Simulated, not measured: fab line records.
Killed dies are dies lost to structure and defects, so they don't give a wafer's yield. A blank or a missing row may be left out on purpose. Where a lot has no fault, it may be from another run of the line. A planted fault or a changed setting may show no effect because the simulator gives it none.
A struck lot beside a sound one + flow sfqLine + 14 steps out of a route of 325
Sound: wafers L861.1, L861.4, L861.5. Struck: wafer L863.5 (L863.2, L863.6, from the same lot, were not struck and are left out); the cause is given at the end.
Order at every step that has rows: each side's tool, ch and its chambers, its first start. Under that, the readings that differ: sound wafers + struck wafers + difference of the means + sigmas: that difference in standard deviations of wafers without a fault.
alike: same words and numbers on both sides, and readings whose means sit less than 2 such deviations apart. not compared: any withheld reading, any reading some wafer has no value for, any bound like >300 that may hide the same value, and any number with overlapping values for which the record gives no deviation.
Wherever a step has rows on one side only, a row that says differs or no value, or a row with sigmas, the two part there. Non-overlapping numbers with no deviation appear without sigmas and do not part them. A reading missing from all wafers of one side parts the sides only when that side holds two or more wafers.

first, 6 steps without rows for these wafers: SFQ_TRILAYER_M6_LITHO_COAT_164 (resist thk 62 nm); SFQ_TRILAYER_M6_LITHO_COAT_159 (resist thk 600 nm); SFQ_TRILAYER_M6_LITHO_SOFTBAKE_163; SFQ_TRILAYER_M6_LITHO_EXPOSE_160 (exposes mask M6, target cd 500 nm); SFQ_TRILAYER_M6_LITHO_PEB_162 (peb time 60 s); SFQ_TRILAYER_M6_LITHO_DEVELOP_161 (time 60 s).
SFQ_M6_OVL_MEAS_940:
  struck on overlay-02, day 68 22:16; sound on overlay-02, day 68 16:16
  alike: M6_OVL
SFQ_TRILAYER_M6_BARC_OPEN_METAL_ETCH_206: etches BARC in O2, target depth 125 nm, time 41.7 s.
  sound on rieMetal-03 ch 0,1, day 68 16:18; struck on rieMetal-04 ch 0, day 68 22:18
  alike: biasW, drypumpMotorCurrentA, oesProductAu, rfFwdPowerW
  not compared: rfHoursCounterH
SFQ_TRILAYER_M6_ETCH_METAL_ETCH_162: etches Nb in Cl2/Ar, stops on SiO2, target depth 240 nm, time 120 s.
  sound on rieMetal-03 ch 0,1, day 68 16:22; struck on rieMetal-04 ch 0, day 68 22:22
  alike: biasW, drypumpMotorCurrentA, oesProductAu, rfFwdPowerW
  not compared: rfHoursCounterH
SFQ_TRILAYER_M6_STRIP_STRIP_163: strips in O2.
  sound on rieMetal-03 ch 0,1, day 68 16:29; struck on rieMetal-04 ch 0, day 68 22:29
  alike: drypumpMotorCurrentA, oesProductAu
  not compared: rfHoursCounterH
then, 1 step without rows for these wafers: SFQ_TRILAYER_M6_STRIP_SOLV_CLEAN_164 (cleans in NMP, time 600 s).
SFQ_TRILAYER_I6_DEP_PECVD_165: deposits SiO2 from SiH4/N2O, time 111.11 s, target thk 500 nm.
  sound on pecvd-02 ch 0,2, day 68 17:16; struck on pecvd-02 ch 0, day 68 23:16
| reading                                            | sound             | struck | difference | sigmas      |
|----------------------------------------------------|-------------------|--------|------------|-------------|
| rfFwdPowerW (W)                                    | 182.4 181.5 180.8 | 108.1  | -73.5      | -99 or more |
| showerheadVppV (V)                                 | 794 877 863       | 618    | -227       | -7          |
| model.SiO2_of_TRILAYER_I6_DEP_PECVD_165.thkNm (nm) | 484.9 496.6 497.1 | 419.9  | -73.0      |             |
  alike: chamberPressureTorr, heaterPowerOuterW, heaterPowerW, throttleValvePct
SFQ_TRILAYER_I6_CMP_CMP_166: polishes SiO2.
  sound on cmp-02 ch 2,3, day 70 12:20; struck on cmp-01 ch 1, day 70 19:44
| reading             | sound       | struck | difference | sigmas |
|---------------------|-------------|--------|------------|--------|
| timeToEndpointS (s) | 201 209 214 | 150    | -58        | -7     |
  alike: motorCurrentA, slurryFilterDpKPa
SFQ_I6_BOW_MEAS_941:
  struck on filmMetro-02, day 70 21:16; sound on filmMetro-03, day 70 14:50
  alike: I6_BOW

## WHERE THEY PART
Last at SFQ_TRILAYER_I6_CMP_CMP_166 as far as this record goes, first at SFQ_TRILAYER_I6_DEP_PECVD_165. Later steps at which nothing parts them and some readings are alike: SFQ_I6_BOW_MEAS_941.

WHY: whatever the simulator had introduced
pecvd-02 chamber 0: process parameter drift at SFQ_TRILAYER_I6_DEP_PECVD_165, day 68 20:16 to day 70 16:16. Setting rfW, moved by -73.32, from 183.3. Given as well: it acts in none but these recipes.
